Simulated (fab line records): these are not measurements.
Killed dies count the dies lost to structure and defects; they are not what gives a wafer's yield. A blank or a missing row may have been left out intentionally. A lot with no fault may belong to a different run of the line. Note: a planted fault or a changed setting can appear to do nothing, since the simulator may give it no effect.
A struck lot beside a sound one :: flow sky130 :: 17 out of 708 route steps
Sound: the wafers L738.1, L738.2, L738.4. Wafers struck: L746.2, L746.4, L746.6. The cause comes at the end.
At each step with rows: each side's tool, then ch and its chambers, then its first start. Under that, the readings that differ: sound wafers :: struck wafers :: difference of the means :: sigmas: that difference in standard deviations of wafers without a fault.
alike: readings with means less than 2 such deviations apart, plus words and numbers identical on both sides. not compared: withheld readings, readings lacking a value on some wafer, bounds such as >300 that could conceal the same value, and numbers that have no deviation in the record and whose values overlap.
The two part at a step that has a row with sigmas, a row that says differs or no value, or rows on one side only. Numbers that have no deviation but don't overlap get no sigmas and don't part them. A reading missing from all wafers of one side parts the sides only when that side holds two or more wafers.

SKY_LDD_HVN_OVL_MEAS_07:
  struck on overlay-01, day 25 05:08; sound on overlay-02, day 23 06:10
  alike: LDD_HVN_OVL
following that, these wafers have no rows for 1 step: SKY_LDD_HVN_IMPLANT_08.
SKY_LDD_HVN_STRIP_09: strips in O2/N2.
  sound on plasma_asher-01 ch 0,1, day 23 06:20; struck on plasma_asher-04 ch 0,1, day 25 05:19
  alike: chamber_pressure_mTorr, drypump_motor_current_A, n2_flow_sccm, oes_product_au, strip_time_to_endpoint_s
  not compared: rf_hours_counter_h
SKY_LDD_HVN_TW_MEAS_10:
  struck on film_metro-04, day 25 05:25; sound on film_metro-03, day 23 06:26
  alike: LDD_HVN_TW
then, 7 steps without rows for these wafers: SKY_LDD_HVP_DEHYDRATE_00 (time 60 s); SKY_LDD_HVP_HMDS_01 (prime time 60 s); SKY_LDD_HVP_COAT_02 (resist thk 300 nm); SKY_LDD_HVP_SOFTBAKE_03 (time 60 s); SKY_LDD_HVP_EXPOSE_04 (exposes mask HVPTM, target cd 700 nm); SKY_LDD_HVP_PEB_05; SKY_LDD_HVP_DEVELOP_06 (develop time 60 s).
SKY_LDD_HVP_OVL_MEAS_07:
  struck on overlay-02, day 26 10:17; sound on overlay-01, day 24 11:58
  alike: LDD_HVP_OVL
SKY_LDD_HVP_IMPLANT_08:
  sound on implanter-02 ch 0, day 24 12:01; struck on implanter-03 ch 0, day 26 10:21
reading: dose_ions_cm2
sound: 1.7007e+13 1.6999e+13 1.702e+13
struck: 1.1999e+13 1.2032e+13 1.1999e+13
difference: -4.9987e+12
sigmas: -99 or more

reading: faraday_current_uA
sound: 92.3 96.4 96.5
struck: 69.9 68.6 65.1
difference: -27.2
sigmas: -14
SKY_LDD_HVP_STRIP_09: strips in O2/N2.
  sound on plasma_asher-03 ch 0,1, day 24 12:10; struck on plasma_asher-03 ch 0,1, day 26 10:28
  alike: chamber_pressure_mTorr, drypump_motor_current_A, n2_flow_sccm, oes_product_au, strip_time_to_endpoint_s
  not compared: rf_hours_counter_h
SKY_LDD_HVP_TW_MEAS_10:
  struck on film_metro-03, day 26 10:35; sound on film_metro-01, day 24 12:16
reading: LDD_HVP_TW
sound: 457.4 459.7 456.2
struck: 413.5 415.7 414.0
difference: -43.4
sigmas: -19
then, 1 step without rows for these wafers: SKY_LDD_LDN_DEHYDRATE_00 (time 60 s).
-- record jumps: 23 days separate the struck wafers' starts on either side; left off in module LDD_LDN, taken up again in module PAD_OPEN, whose first shown step is the route's number 708 --
SKY_PAD_OPEN_PROBE_99:
  struck on prober-01, day 49 00:41; sound on prober-01, day 47 23:11
reading: model.etest.tip_p_5v.rs_ohm_sq
sound: 2857 2866 2868
struck: 3710 3695 3703
difference: +839
sigmas: 

reading: model.etest.tip_p_5v.rs_ohm_sq_range
sound: 68.16 79.65 64.42
struck: 151.7 145.3 179.7
difference: +88.2
sigmas: 

reading: model.etest.pfet_g5v0d10v5.drive_ua_um
sound: 340.4 344.8 341.1
struck: 325.2 329 337.8
difference: -11.4
sigmas: 

reading: model.etest.pfet_g5v0d10v5.off_log10_a_um
sound: -12.88 -12.81 -12.97
struck: -13.11 -13.06 -13.1
difference: -0.20
sigmas: 
  alike: killed_at_M0_to_M3, killed_at_M4_up, killed_at_contacts, killed_at_front_end, killed_at_other, killed_dies, killed_on_rim, killed_open, killed_short
  not compared: model.etest.pfet_g5v0d10v5.r_on_ohm_um

WHERE THEY PART
At SKY_LDD_HVP_IMPLANT_08 first; at SKY_LDD_HVP_TW_MEAS_10 last (within this record only). Later steps at which nothing parts them and some readings are alike: SKY_PAD_OPEN_PROBE_99.

WHY: what had been put in by the simulator
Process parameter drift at SKY_LDD_HVP_IMPLANT_08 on implanter-03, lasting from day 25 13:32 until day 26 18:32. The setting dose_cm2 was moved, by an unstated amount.
